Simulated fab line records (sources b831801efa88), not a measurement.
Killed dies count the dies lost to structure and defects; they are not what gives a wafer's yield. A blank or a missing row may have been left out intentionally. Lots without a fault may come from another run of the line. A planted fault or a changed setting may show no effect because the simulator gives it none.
fab line records	flow gf180mcu
[record] lots = 24	wafers = 72	lastDay = 34
route steps=602 shown M4@461 MIM@504 M5@535 TOP_METAL@573
lots with no fault: from the same line, run without faults
startH: hours from the record's opening day to when the first of the lot's shown wafers began	waitH: hours since the lot's step before	" unchanged from the row above	L1.1+2: several wafers, shown together as one row	- no value, or no start given	* or withheld: withheld	< > ~ a bound
route shown NAME@n: a module of which the file shows steps, and the number in the route of the first	usual: mean/standard deviation of fault-free wafers	same: alike in all rows	chamber/n: place in a boat	sites: the reading at each site	_std_site: the standard deviation of these	_edge_site: the outer-site mean with the inner-site mean subtracted	radiusMm: how far each site lies from the wafer's centre	mask NAME#n: copy n	behind: tool/chamber where the wafer was last shaped	hold: why the lot went on hold/how many hours it stayed there/how the hold came to an end	device: whichever transistor did not switch (one of n, p or np)	end of line: tests run on the same wafers once the route is complete	a step without rows: its recipe alone	killed: not the wafer's yield, but the dies lost to structure and defects at the first sort	map: a wafer's dies, x killed, . not, _ none there
set.NAME: the setting that was run; set.NAME@STEP: the one run at that earlier step	model.NAME: the simulator's own value behind a step, which no gauge read
one table for each step of the route and one row for each wafer, over a sample of lots
services: from which hour (startH, from the record's first day; less than 0 if before it) a tool's chamber was out of use, for how many hours, and why
[[steps]]
[step GF_M4_RS_MEAS_05]
[recipe] thkMeasGauge = four-point-probe	reads = TiN_of_M4_SPUTTER_04+Ti_of_M4_SPUTTER_03+AlCu_of_M4_SPUTTER_02+TiN_of_M4_SPUTTER_01+Ti_of_M4_SPUTTER_00
[usual] M4_ALCU_RS = 0.0696/0.00083
lot.wafer	tool	chamber	startH	waitH	M4_ALCU_RS[ohm/sq]
L074.1	filmMetro-03	-	508.00	0.0	0.0682
L074.5	"	-	"	"	0.0695
L074.6	"	-	"	"	0.0685
L075.3	filmMetro-04	-	522.27	0.1	0.0692
L075.5	"	-	"	"	0.0689
L075.6	"	-	"	"	0.0697
L077.1	filmMetro-03	-	533.44	0.0	0.0700
L077.3	"	-	"	"	0.0703
L077.4	"	-	"	"	0.0702
L076.1	filmMetro-03	-	538.82	0.0	0.0688
L076.2	"	-	"	"	0.0688
L076.5	"	-	"	"	0.0690
L078.3	filmMetro-03	-	542.13	0.1	0.0697
L078.4	"	-	"	"	0.0688
L078.5	"	-	"	"	0.0688
L079.2	filmMetro-03	-	553.22	0.0	0.0701
L079.3	"	-	"	"	0.0700
L079.4	"	-	"	"	0.0711
L080.2	filmMetro-04	-	575.65	0.0	0.0685
L080.3	"	-	"	"	0.0699
L080.5	"	-	"	"	0.0690
L081.3	filmMetro-04	-	576.91	0.1	0.0698
L081.4	"	-	"	"	0.0705
L081.6	"	-	"	"	0.0693
L082.2	filmMetro-03	-	582.33	0.0	0.0682
L082.3	"	-	"	"	0.0683
L082.4	"	-	"	"	0.0675
L083.1	filmMetro-02	-	587.40	0.0	0.0693
L083.2	"	-	"	"	0.0696
L083.6	"	-	"	"	0.0696
L084.1	filmMetro-04	-	605.59	0.0	0.0703
L084.2	"	-	"	"	0.0705
L084.6	"	-	"	"	0.0703
L085.1	filmMetro-04	-	607.15	0.0	0.0707
L085.3	"	-	"	"	0.0696
L085.6	"	-	"	"	0.0708
L086.1	filmMetro-03	-	614.64	0.0	0.0704
L086.2	"	-	"	"	0.0706
L086.3	"	-	"	"	0.0712
L087.1	filmMetro-04	-	620.20	0.0	0.0691
L087.3	"	-	"	"	0.0695
L087.6	"	-	"	"	0.0697
L088.3	filmMetro-04	-	627.70	0.1	0.0707
L088.5	"	-	"	"	0.0707
L088.6	"	-	"	"	0.0698
L089.2	filmMetro-02	-	634.71	0.0	0.0692
L089.4	"	-	"	"	0.0682
L089.5	"	-	"	"	0.0694
L090.1	filmMetro-03	-	644.72	0.0	0.0687
L090.2	"	-	"	"	0.0697
L090.5	"	-	"	"	0.0692
L091.1	filmMetro-02	-	653.78	0.0	0.0691
L091.2	"	-	"	"	0.0689
L091.3	"	-	"	"	0.0693
L092.2	filmMetro-03	-	657.94	0.0	0.0709
L092.3	"	-	"	"	0.0698
L092.6	"	-	"	"	0.0700
L093.3	filmMetro-03	-	662.16	0.1	0.0691
L093.4	"	-	"	"	0.0700
L093.5	"	-	"	"	0.0690
L094.3	filmMetro-04	-	674.21	0.1	0.0687
L094.5	"	-	"	"	0.0697
L094.6	"	-	"	"	0.0700
L095.1	filmMetro-04	-	682.03	0.0	0.0701
L095.3	"	-	"	"	0.0709
L095.5	"	-	"	"	0.0709
L096.2	filmMetro-04	-	689.90	0.0	0.0703
L096.3	"	-	"	"	0.0704
L096.6	"	-	"	"	0.0696
L097.3	filmMetro-02	-	692.66	0.1	0.0694
L097.4	"	-	"	"	0.0680
L097.6	"	-	"	"	0.0686
[step GF_M4_CD_MEAS_14]
[recipe] targetCdNm = 280
[usual] cdNm = 279.7/1.3
lot.wafer	tool	chamber	startH	waitH	cdNm
L074.1	cdSem-01	-	530.76	0.1	279.8
L074.5	"	-	"	"	279.7
L074.6	"	-	"	"	280.4
L075.3	cdSem-01	-	545.30	0.1	280.2
L075.5	"	-	"	"	278.3
L075.6	"	-	"	"	280.3
L077.1	cdSem-01	-	555.99	0.1	281.3
L077.3	"	-	"	"	280.4
L077.4	"	-	"	"	279.2
L076.1	cdSem-01	-	560.55	0.1	280.5
L076.2	"	-	"	"	280.0
L076.5	"	-	"	"	279.9
L078.3	cdSem-02	-	563.75	0.1	280.3
L078.4	"	-	"	"	280.4
L078.5	"	-	"	"	280.1
L079.2	cdSem-01	-	574.77	0.1	283.1
L079.3	"	-	"	"	282.8
L079.4	"	-	"	"	283.3
L080.2	cdSem-01	-	597.17	0.1	280.8
L080.3	"	-	"	"	280.2
L080.5	"	-	"	"	280.3
L081.3	cdSem-01	-	598.49	0.1	279.5
L081.4	"	-	"	"	278.9
L081.6	"	-	"	"	279.5
L082.2	cdSem-01	-	604.11	0.1	278.3
L082.3	"	-	"	"	278.6
L082.4	"	-	"	"	279.4
L083.1	cdSem-01	-	608.30	0.1	278.7
L083.2	"	-	"	"	279.6
L083.6	"	-	"	"	277.5
L084.1	cdSem-02	-	626.16	0.1	279.2
L084.2	"	-	"	"	277.6
L084.6	"	-	"	"	278.0
L085.1	cdSem-02	-	628.60	0.1	282.2
L085.3	"	-	"	"	281.5
L085.6	"	-	"	"	282.4
L086.1	cdSem-01	-	636.71	0.1	279.5
L086.2	"	-	"	"	279.3
L086.3	"	-	"	"	279.3
L087.1	cdSem-02	-	640.16	0.1	280.1
L087.3	"	-	"	"	278.7
L087.6	"	-	"	"	279.0
L088.3	cdSem-02	-	647.34	0.1	279.8
L088.5	"	-	"	"	280.5
L088.6	"	-	"	"	279.7
L089.2	cdSem-01	-	654.61	0.1	280.6
L089.4	"	-	"	"	280.7
L089.5	"	-	"	"	280.2
L090.1	cdSem-02	-	663.70	0.1	279.0
L090.2	"	-	"	"	278.6
L090.5	"	-	"	"	278.6
L091.1	cdSem-02	-	672.94	0.1	278.3
L091.2	"	-	"	"	277.5
L091.3	"	-	"	"	277.7
L092.2	cdSem-02	-	676.96	0.1	280.2
L092.3	"	-	"	"	279.5
L092.6	"	-	"	"	279.2
L093.3	cdSem-02	-	681.63	0.1	279.5
L093.4	"	-	"	"	280.4
L093.5	"	-	"	"	280.1
L094.3	cdSem-02	-	692.73	0.1	278.8
L094.5	"	-	"	"	279.7
L094.6	"	-	"	"	279.1
L095.1	cdSem-01	-	700.99	0.1	280.0
L095.3	"	-	"	"	279.1
L095.5	"	-	"	"	280.9
L096.2	cdSem-01	-	708.28	0.1	277.6
L096.3	"	-	"	"	278.1
L096.6	"	-	"	"	277.3
L097.3	cdSem-01	-	710.40	0.1	278.7
L097.4	"	-	"	"	279.4
L097.6	"	-	"	"	277.7
[step GF_MIM_SPUTTER_01]
[recipe] material = TiN	targetThkNm = 30	powerW = 6500	timeS = 25	chamberPressurePa = 0.4
[usual] cathodeDcPowerW = 6500.0/1.3	throttleValvePct = 30.4/0.88
[same] timeS = 25
lot.wafer	tool	chamber	startH	waitH	cathodeDcPowerW	throttleValvePct
L074.1	pvdSputter-03	-	555.90	0.1	6497.9	28.5
L074.5	"	-	"	"	6500.0	29.6
L074.6	"	-	"	"	6500.4	30.1
L075.3	pvdSputter-02	-	570.71	0.1	6500.0	30.8
L075.5	"	-	"	"	6499.9	31.2
L075.6	"	-	"	"	6499.0	29.9
L077.1	pvdSputter-03	-	581.45	0.1	6500.0	30.0
L077.3	"	-	"	"	6499.6	28.1
L077.4	"	-	"	"	6500.8	29.3
L076.1	pvdSputter-03	-	585.91	0.1	6500.2	28.3
L076.2	"	-	"	"	6502.4	29.3
L076.5	"	-	"	"	6498.1	29.8
L078.3	pvdSputter-03	-	588.81	0.1	6498.5	29.3
L078.4	"	-	"	"	6497.4	30.1
L078.5	"	-	"	"	6500.4	28.2
L079.2	pvdSputter-01	-	599.40	0.1	6500.1	32.0
L079.3	"	-	"	"	6499.7	31.0
L079.4	"	-	"	"	6498.4	30.2
L080.2	pvdSputter-02	-	620.91	0.1	6499.2	31.3
L080.3	"	-	"	"	6502.5	31.0
L080.5	"	-	"	"	6500.6	31.0
L081.3	pvdSputter-02	-	622.95	0.1	6501.2	30.8
L081.4	"	-	"	"	6498.7	29.7
L081.6	"	-	"	"	6500.0	30.0
L082.2	pvdSputter-01	-	628.14	0.1	6497.4	31.7
L082.3	"	-	"	"	6499.1	31.4
L082.4	"	-	"	"	6500.0	30.3
L083.1	pvdSputter-02	-	632.81	0.1	6501.0	30.2
L083.2	"	-	"	"	6500.3	30.9
L083.6	"	-	"	"	6497.7	31.0
L084.1	pvdSputter-02	-	649.35	0.1	6501.2	31.1
L084.2	"	-	"	"	6500.6	30.2
L084.6	"	-	"	"	6500.0	31.2
L085.1	pvdSputter-02	-	651.81	0.1	6499.6	29.8
L085.3	"	-	"	"	6499.4	30.8
L085.6	"	-	"	"	6501.8	31.3
L086.1	pvdSputter-03	-	660.35	0.1	6499.0	30.0
L086.2	"	-	"	"	6499.1	29.9
L086.3	"	-	"	"	6498.1	28.6
L087.1	pvdSputter-03	-	663.01	0.1	6499.3	28.4
L087.3	"	-	"	"	6498.4	30.1
L087.6	"	-	"	"	6499.8	29.3
L088.3	pvdSputter-01	-	669.98	0.1	6501.5	30.3
L088.5	"	-	"	"	6499.7	31.1
L088.6	"	-	"	"	6498.6	32.1
L089.2	pvdSputter-02	-	676.66	0.1	6500.0	30.0
L089.4	"	-	"	"	6502.3	31.1
L089.5	"	-	"	"	6500.5	31.2
L090.1	pvdSputter-02	-	685.86	0.1	6500.0	31.1
L090.2	"	-	"	"	6499.8	31.0
L090.5	"	-	"	"	6499.3	30.9
L091.1	pvdSputter-02	-	694.92	0.1	6501.4	30.8
L091.2	"	-	"	"	6499.8	30.0
L091.3	"	-	"	"	6500.8	31.0
L092.2	pvdSputter-01	-	699.29	0.1	6500.8	29.9
L092.3	"	-	"	"	6501.3	31.9
L092.6	"	-	"	"	6500.3	31.3
L093.3	pvdSputter-03	-	703.16	0.1	6499.0	29.4
L093.4	"	-	"	"	6498.4	29.9
L093.5	"	-	"	"	6501.5	29.3
L094.3	pvdSputter-02	-	713.21	0.1	6501.9	31.0
L094.5	"	-	"	"	6499.0	31.0
L094.6	"	-	"	"	6500.4	29.7
L095.1	pvdSputter-01	-	722.23	0.1	6499.4	31.2
L095.3	"	-	"	"	6499.5	31.8
L095.5	"	-	"	"	6498.4	32.0
L096.2	pvdSputter-03	-	729.75	0.1	6499.7	30.0
L096.3	"	-	"	"	6499.3	29.7
L096.6	"	-	"	"	6500.1	29.5
L097.3	pvdSputter-02	-	731.99	0.1	6499.4	31.0
L097.4	"	-	"	"	6500.5	31.1
L097.6	"	-	"	"	6500.1	30.9
[step GF_MIM_SPUTTER_03]
[recipe] material = Ti	targetThkNm = 10	substrateTempC = 300	chamberPressurePa = 0.3	powerW = 3000	timeS = 6.7
[usual] cathodeDcPowerW = 3000.0/0.51	throttleValvePct = 30.3/0.9
[same] timeS = 6.7
lot.wafer	tool	chamber	startH	waitH	cathodeDcPowerW	throttleValvePct
L074.1	pvdSputter-03	-	555.96	0.0	3000.5	28.4
L074.5	"	-	"	"	3000.4	29.4
L074.6	"	-	"	"	2999.4	30.0
L075.3	pvdSputter-02	-	570.78	0.0	2999.6	30.8
L075.5	"	-	"	"	3000.4	30.9
L075.6	"	-	"	"	2999.6	30.0
L077.1	pvdSputter-03	-	581.51	0.0	3000.2	30.0
L077.3	"	-	"	"	3000.2	28.3
L077.4	"	-	"	"	2999.7	29.3
L076.1	pvdSputter-03	-	585.97	0.0	2999.9	28.5
L076.2	"	-	"	"	3000.0	29.8
L076.5	"	-	"	"	2998.9	30.1
L078.3	pvdSputter-03	-	588.87	0.0	3000.9	29.2
L078.4	"	-	"	"	3000.1	29.7
L078.5	"	-	"	"	2999.9	28.1
L079.2	pvdSputter-01	-	599.46	0.0	2999.6	32.1
L079.3	"	-	"	"	2999.8	31.4
L079.4	"	-	"	"	2999.5	29.9
L080.2	pvdSputter-02	-	620.97	0.0	3000.0	30.9
L080.3	"	-	"	"	2999.4	30.9
L080.5	"	-	"	"	2999.7	31.1
L081.3	pvdSputter-02	-	623.01	0.0	2999.7	30.9
L081.4	"	-	"	"	3000.5	29.6
L081.6	"	-	"	"	2999.8	30.0
L082.2	pvdSputter-01	-	628.20	0.0	2999.3	32.0
L082.3	"	-	"	"	3000.0	31.0
L082.4	"	-	"	"	2999.3	30.1
L083.1	pvdSputter-02	-	632.87	0.0	3000.0	30.1
L083.2	"	-	"	"	3000.5	31.0
L083.6	"	-	"	"	3000.1	30.8
L084.1	pvdSputter-02	-	649.41	0.0	2999.9	31.0
L084.2	"	-	"	"	3000.2	29.7
L084.6	"	-	"	"	2999.8	30.9
L085.1	pvdSputter-02	-	651.87	0.0	2999.8	30.0
L085.3	"	-	"	"	3000.0	31.0
L085.6	"	-	"	"	3000.2	30.9
L086.1	pvdSputter-03	-	660.41	0.0	2999.5	29.9
L086.2	"	-	"	"	2999.9	30.0
L086.3	"	-	"	"	2999.8	28.1
L087.1	pvdSputter-03	-	663.07	0.0	3000.1	28.3
L087.3	"	-	"	"	3000.0	30.1
L087.6	"	-	"	"	3000.8	29.1
L088.3	pvdSputter-01	-	670.04	0.0	2999.9	30.1
L088.5	"	-	"	"	2999.7	31.1
L088.6	"	-	"	"	3000.3	32.2
L089.2	pvdSputter-02	-	676.72	0.0	2999.6	30.1
L089.4	"	-	"	"	2999.8	31.3
L089.5	"	-	"	"	3000.5	31.0
L090.1	pvdSputter-02	-	685.92	0.0	3000.2	31.0
L090.2	"	-	"	"	3000.9	30.9
L090.5	"	-	"	"	2999.1	30.9
L091.1	pvdSputter-02	-	694.98	0.0	3000.1	31.0
L091.2	"	-	"	"	2999.1	30.1
L091.3	"	-	"	"	3000.8	30.9
L092.2	pvdSputter-01	-	699.35	0.0	3000.6	30.4
L092.3	"	-	"	"	3000.6	32.0
L092.6	"	-	"	"	3000.0	31.5
L093.3	pvdSputter-03	-	703.22	0.0	2999.8	29.4
L093.4	"	-	"	"	2999.9	29.9
L093.5	"	-	"	"	2999.7	29.6
L094.3	pvdSputter-02	-	713.27	0.0	3000.6	31.1
L094.5	"	-	"	"	2999.4	30.8
L094.6	"	-	"	"	3000.3	30.1
L095.1	pvdSputter-01	-	722.30	0.0	3000.1	31.3
L095.3	"	-	"	"	3000.0	32.1
L095.5	"	-	"	"	3000.1	31.7
L096.2	pvdSputter-03	-	729.81	0.0	2999.4	29.9
L096.3	"	-	"	"	3000.6	29.7
L096.6	"	-	"	"	2999.1	29.4
L097.3	pvdSputter-02	-	732.05	0.0	3000.9	30.9
L097.4	"	-	"	"	2999.1	30.9
L097.6	"	-	"	"	3000.1	30.8
[step GF_M5_ETCH_09]
[recipe] chemistry = CF4/O2	target = Si3N4	targetDepthNm = 52	sourceW = 800	biasW = 150	pressureMtorr = 150	cf4FlowSccm = 80	O2_flow_sccm = 10	timeS = 11.6
[usual] drypumpMotorCurrentA = 6.0/0.36	oesProductAu = 0.998/0.0098	throttleValvePct = 5.969/0.01
[same] timeS = 11.6
lot.wafer	tool	chamber	startH	waitH	drypumpMotorCurrentA	oesProductAu	rfHoursCounterH	throttleValvePct
L074.1	rieDiel-04	0	599.97	0.0	6.0	1.014	11	5.980
L074.5	"	3	"	"	6.3	1.014	-	5.970
L074.6	"	0	"	"	6.0	1.009	-	5.977
L075.3	rieDiel-03	3	613.85	0.0	6.4	0.997	13	5.952
L075.5	"	3	"	"	6.4	0.996	-	5.955
L075.6	"	0	"	"	6.2	0.989	-	5.970
L077.1	rieDiel-03	0	624.45	0.0	6.2	0.985	7	5.954
L077.3	"	3	"	"	6.4	0.980	13	5.978
L077.4	"	2	"	"	5.8	1.000	3	5.984
L076.1	rieDiel-03	3	629.30	0.0	6.4	0.987	13	5.976
L076.2	"	0	"	"	6.2	0.991	8	5.970
L076.5	"	3	"	"	6.4	0.991	-	5.978
L078.3	rieDiel-04	3	631.12	0.0	6.3	1.005	12	5.963
L078.4	"	1	"	"	5.6	1.000	37	5.969
L078.5	"	2	"	"	6.5	0.995	-	5.961
L079.2	rieDiel-02	3	642.47	0.0	5.5	1.008	44	5.979
L079.3	"	2	"	"	5.7	0.991	13	5.965
L079.4	"	1	"	"	6.1	0.989	45	5.961
L080.2	rieDiel-02	1	662.27	0.0	6.1	0.984	45	5.969
L080.3	"	0	"	"	5.4	0.998	15	5.974
L080.5	"	3	"	"	5.5	1.012	-	5.967
L081.3	rieDiel-02	1	664.10	0.0	6.1	0.993	45	5.948
L081.4	"	2	"	"	5.8	0.995	14	5.973
L081.6	"	3	"	"	5.5	1.012	-	5.976
L082.2	rieDiel-02	2	668.42	0.0	5.7	0.981	14	5.967
L082.3	"	1	"	"	6.1	0.984	45	5.966
L082.4	"	3	"	"	5.5	1.005	45	5.981
L083.1	rieDiel-03	2	673.52	0.0	5.8	0.994	4	5.973
L083.2	"	1	"	"	5.6	1.012	7	5.975
L083.6	"	2	"	"	5.8	0.999	-	5.968
L084.1	rieDiel-02	1	687.42	0.0	6.1	0.993	46	5.959
L084.2	"	3	"	"	5.5	1.006	45	5.969
L084.6	"	2	"	"	5.8	0.989	-	5.950
L085.1	rieDiel-04	3	691.10	0.0	6.3	1.002	14	5.959
L085.3	"	2	"	"	6.5	0.993	20	5.971
L085.6	"	3	"	"	6.3	1.014	-	5.967
L086.1	rieDiel-04	3	699.15	0.0	6.3	1.005	14	5.964
L086.2	"	0	"	"	6.0	1.008	15	5.961
L086.3	"	2	"	"	6.5	0.993	21	5.974
L087.1	rieDiel-02	0	702.05	0.0	5.4	0.986	16	5.965
L087.3	"	3	"	"	5.4	1.016	46	5.980
L087.6	"	3	"	"	5.5	1.007	-	5.987
L088.3	rieDiel-02	1	708.20	0.0	6.1	0.989	47	5.947
L088.5	"	2	"	"	5.7	0.984	-	5.970
L088.6	"	1	"	"	6.1	0.989	-	5.968
L089.2	rieDiel-03	2	713.70	0.0	5.8	1.006	6	5.972
L089.4	"	0	"	"	6.2	0.996	11	5.972
L089.5	"	2	"	"	5.9	1.001	-	5.969
L090.1	rieDiel-03	3	723.55	0.0	6.4	0.989	17	5.965
L090.2	"	0	"	"	6.2	0.991	11	5.976
L090.5	"	0	"	"	6.2	0.994	-	5.969
L091.1	rieDiel-04	2	731.62	0.0	6.5	0.996	22	5.981
L091.2	"	0	"	"	6.0	1.006	16	5.969
L091.3	"	1	"	"	5.6	0.995	42	5.955
L092.2	rieDiel-03	2	735.72	0.0	5.8	1.001	7	5.949
L092.3	"	1	"	"	5.6	1.009	10	5.969
L092.6	"	1	"	"	5.6	1.003	-	5.963
L093.3	rieDiel-04	1	739.05	0.0	5.6	0.993	42	5.964
L093.4	"	2	"	"	6.5	0.999	22	5.977
L093.5	"	1	"	"	5.6	0.999	-	5.997
L094.3	rieDiel-03	1	748.90	0.0	5.6	1.000	10	5.969
L094.5	"	0	"	"	6.2	0.979	-	5.948
L094.6	"	3	"	"	6.4	0.988	-	5.979
L095.1	rieDiel-02	3	756.57	0.0	5.5	1.001	48	5.964
L095.3	"	1	"	"	6.1	0.994	49	5.962
L095.5	"	2	"	"	5.7	1.000	-	5.980
L096.2	rieDiel-03	1	763.07	0.0	5.6	1.007	11	5.971
L096.3	"	2	"	"	5.8	1.012	8	5.959
L096.6	"	2	"	"	5.8	0.999	-	5.987
L097.3	rieDiel-04	0	766.10	0.0	6.0	1.005	17	5.977
L097.4	"	1	"	"	5.7	0.992	-	5.981
L097.6	"	2	"	"	6.5	0.994	-	5.972
[step GF_TOP_METAL_THK_MEAS_06]
[recipe] thkMeasGauge = xrf	reads = AlCu_of_TOP_METAL_SPUTTER_02
[usual] TOP_METAL_ALCU_THK = 886/8.6
lot.wafer	tool	chamber	startH	waitH	TOP_METAL_ALCU_THK[nm]
L074.1	filmMetro-02	-	624.29	0.1	884
L074.5	"	-	"	"	879
L074.6	"	-	"	"	886
L075.3	filmMetro-04	-	638.75	0.1	886
L075.5	"	-	"	"	884
L075.6	"	-	"	"	875
L077.1	filmMetro-04	-	648.23	0.1	890
L077.3	"	-	"	"	877
L077.4	"	-	"	"	896
L076.1	filmMetro-02	-	652.78	0.1	882
L076.2	"	-	"	"	872
L076.5	"	-	"	"	894
L078.3	filmMetro-02	-	654.97	0.1	876
L078.4	"	-	"	"	874
L078.5	"	-	"	"	879
L079.2	filmMetro-02	-	664.68	0.1	885
L079.3	"	-	"	"	886
L079.4	"	-	"	"	894
L080.2	filmMetro-04	-	685.03	0.1	871
L080.3	"	-	"	"	877
L080.5	"	-	"	"	889
L081.3	filmMetro-02	-	686.49	0.1	880
L081.4	"	-	"	"	895
L081.6	"	-	"	"	892
L082.2	filmMetro-02	-	690.76	0.1	890
L082.3	"	-	"	"	889
L082.4	"	-	"	"	891
L083.1	filmMetro-04	-	695.28	0.1	889
L083.2	"	-	"	"	873
L083.6	"	-	"	"	888
L084.1	filmMetro-02	-	709.45	0.1	865
L084.2	"	-	"	"	878
L084.6	"	-	"	"	882
L085.1	filmMetro-02	-	712.61	0.1	887
L085.3	"	-	"	"	903
L085.6	"	-	"	"	876
L086.1	filmMetro-04	-	720.60	0.1	883
L086.2	"	-	"	"	888
L086.3	"	-	"	"	886
L087.1	filmMetro-03	-	723.43	0.1	888
L087.3	"	-	"	"	886
L087.6	"	-	"	"	894
L088.3	filmMetro-04	-	729.46	0.1	885
L088.5	"	-	"	"	886
L088.6	"	-	"	"	892
L089.2	filmMetro-04	-	734.76	0.1	883
L089.4	"	-	"	"	894
L089.5	"	-	"	"	885
L090.1	filmMetro-03	-	743.53	0.1	895
L090.2	"	-	"	"	892
L090.5	"	-	"	"	895
L091.1	filmMetro-02	-	751.71	0.1	892
L091.2	"	-	"	"	894
L091.3	"	-	"	"	889
L092.2	filmMetro-03	-	755.75	0.1	879
L092.3	"	-	"	"	886
L092.6	"	-	"	"	874
L093.3	filmMetro-03	-	759.01	0.1	897
L093.4	"	-	"	"	891
L093.5	"	-	"	"	887
L094.3	filmMetro-02	-	768.50	0.1	874
L094.5	"	-	"	"	884
L094.6	"	-	"	"	890
L095.1	filmMetro-03	-	775.73	0.1	904
L095.3	"	-	"	"	908
L095.5	"	-	"	"	903
L096.2	filmMetro-04	-	781.68	0.1	874
L096.3	"	-	"	"	873
L096.6	"	-	"	"	882
L097.3	filmMetro-04	-	785.46	0.1	884
L097.4	"	-	"	"	889
L097.6	"	-	"	"	888
[[services]]
tool	chamber	startH	hours	kind
rieDiel-04	2	532.73	9.7	repair
rieDiel-04	2	547.41	4.2	repair
pvdSputter-02	2	589.62	-	consumableReplace:kit
pvdSputter-02	2	589.62	18.0	scheduledDown
pvdSputter-02	2	589.62	18.0	ventCycle
pvdSputter-03	-	598.66	4.5	repair
rieDiel-04	0	620.75	5.5	repair
rieDiel-02	1	632.66	4.7	repair
pvdSputter-02	-	639.51	5.5	repair
pvdSputter-01	-	650.43	9.1	repair
rieDiel-04	-	659.96	1.2	repair
rieDiel-04	3	663.32	5.7	repair
rieDiel-03	0	671.70	2.2	repair
pvdSputter-01	-	676.46	5.7	repair
pvdSputter-02	1	684.90	-	consumableReplace:kit
pvdSputter-02	1	684.90	18.0	scheduledDown
pvdSputter-02	-	709.63	1.0	repair
rieDiel-02	3	712.54	8.9	repair
rieDiel-02	0	718.92	9.4	repair
pvdSputter-01	-	731.88	1.9	repair
rieDiel-03	2	750.60	5.5	repair
rieDiel-02	0	750.66	11.1	repair
rieDiel-04	3	762.28	20.3	repair
pvdSputter-03	-	764.35	3.2	repair
[[key]]
fault none
